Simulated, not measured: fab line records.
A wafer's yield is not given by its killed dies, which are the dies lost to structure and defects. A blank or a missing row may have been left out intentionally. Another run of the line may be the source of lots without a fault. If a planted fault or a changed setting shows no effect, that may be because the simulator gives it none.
A lot that was struck, set against a sound lot	flow gf180mcu	17 out of 602 route steps
Sound: the wafers L184.2, L184.3, L184.6. Struck: wafer L176.4 (left out: L176.3, a lot-mate that was not struck); the cause follows at the end.
At each step with rows: each side's tool, then ch and its chambers, then its first start. Under that, the readings that differ: sound wafers	struck wafers	difference of the means	sigmas: that difference in standard deviations of wafers without a fault.
alike: readings with means less than 2 such deviations apart, plus words and numbers identical on both sides. not compared: withheld readings, readings lacking a value on some wafer, bounds such as >300 that could conceal the same value, and numbers that have no deviation in the record and whose values overlap.
A row with sigmas, a row that says differs or no value, or rows on one side alone: a step with any of these is where the two part. Numbers that have no deviation but don't overlap get no sigmas and don't part them. A reading missing from all wafers of one side parts the sides only when that side holds two or more wafers.

first, 2 steps without rows for these wafers: GF_CONTACT_PEB_12 (peb time 90 s); GF_CONTACT_DEVELOP_13 (develop time 60 s).
GF_CONTACT_CD_MEAS_14 targets a cd of 220 nm.
  sound on cd-sem-02 at day 21 05:03; struck on cd-sem-02 at day 18 02:01
  alike: cd-nm
GF_CONTACT_OVL_MEAS_15:
  sound on overlay-01 at day 21 05:10; struck on overlay-02 at day 18 02:07
  alike: CONTACT_OVL
GF_CONTACT_ETCH_16: etches BARC in N2/H2.
  sound on rie-diel-04 ch 1,2,3, day 21 05:11; struck on rie-diel-01 ch 1, day 18 02:08
  alike: drypump-motor-current-A, oes-product-au, throttle-valve-pct
GF_CONTACT_ETCH_17: etches SiO2 in C4F8/O2/Ar, stops on CoSi2, target depth 860 nm.
  sound on rie-diel-04 ch 1,2,3; struck on rie-diel-01 ch 1
  alike: oes-product-au
GF_CONTACT_STRIP_18: strips in O2/N2.
  sound on plasma-asher-02 ch 0, day 21 05:21; struck on plasma-asher-02 ch 1, day 18 02:20
reading	sound	struck	difference	sigmas
heater-power-w (W)	412 425 422	328	-92	-3
oes-product-au (a.u.)	0.580 0.575 0.573	0.588	+0.012	+2
  alike: drypump-motor-current-A
  not compared: rf-hours-counter-h
then, 3 steps without rows for these wafers: GF_CONTACT_CLEAN_19 (cleans in SPM); GF_CONTACT_CLEAN_20 (cleans in DIW); GF_CONTACT_CLEAN_21 (cleans in dHF, time 20 s).
GF_CONTACT_SPUTTER_22: material Ti, target thk 15 nm, time 80.02 s.
  sound on pvd-sputter-01 at day 21 05:45; struck on pvd-sputter-03 at day 18 02:37
reading	sound	struck	difference	sigmas
throttle-valve-pct (%)	31.7 31.2 31.4	28.6	-2.8	-3
  alike: chamber-pressure-pa
then, 1 step without rows for these wafers: GF_CONTACT_SPUTTER_23 (material TiN, target thk 10 nm, time 40 s).
GF_CONTACT_CVD_24: deposits W, target thk 300 nm, time 90.339 s.
  sound on cvd-w-01 ch 0,1, day 21 05:51; struck on cvd-w-02 ch 1, day 18 02:45
reading	sound	struck	difference	sigmas
model.W_of_CONTACT_CVD_24.thk-nm (nm)	307.1 305.4 309.3	270.2	-37.1	
  alike: heater-power-w
GF_CONTACT_RS_MEAS_25: a four-point-probe measurement.
  sound on film-metro-03 at day 21 05:58; struck on film-metro-03 at day 18 02:51
reading	sound	struck	difference	sigmas
CONTACT_W_RS (ohm/sq)	0.374 0.376 0.371	0.427	+0.053	+12
GF_CONTACT_THK_MEAS_26: measures by xrf.
  sound on film-metro-03 at day 21 06:05; struck on film-metro-03 at day 18 02:57
reading	sound	struck	difference	sigmas
CONTACT_W_THK (nm)	302 302 303	265	-37	-8
GF_CONTACT_CMP_27: polishes, stops on SiO2, t overpolish 15 s, target thk 0 nm.
  sound on cmp-02 ch 1,3, day 21 06:08; struck on cmp-01 ch 3, day 18 03:07
reading	sound	struck	difference	sigmas
motor-current-A (A)	12.1 13.3 11.7	10.2	-2.2	-2
  alike: head-pressure-psi, slurry-filter-dp-kPa
next, for these wafers, 1 step has no rows: GF_PASSIVATION_PROBE_99.

== WHERE THEY PART ==
Last at GF_CONTACT_CMP_27 as far as this record goes, first at GF_CONTACT_STRIP_18.

WHY: what the simulator had put in
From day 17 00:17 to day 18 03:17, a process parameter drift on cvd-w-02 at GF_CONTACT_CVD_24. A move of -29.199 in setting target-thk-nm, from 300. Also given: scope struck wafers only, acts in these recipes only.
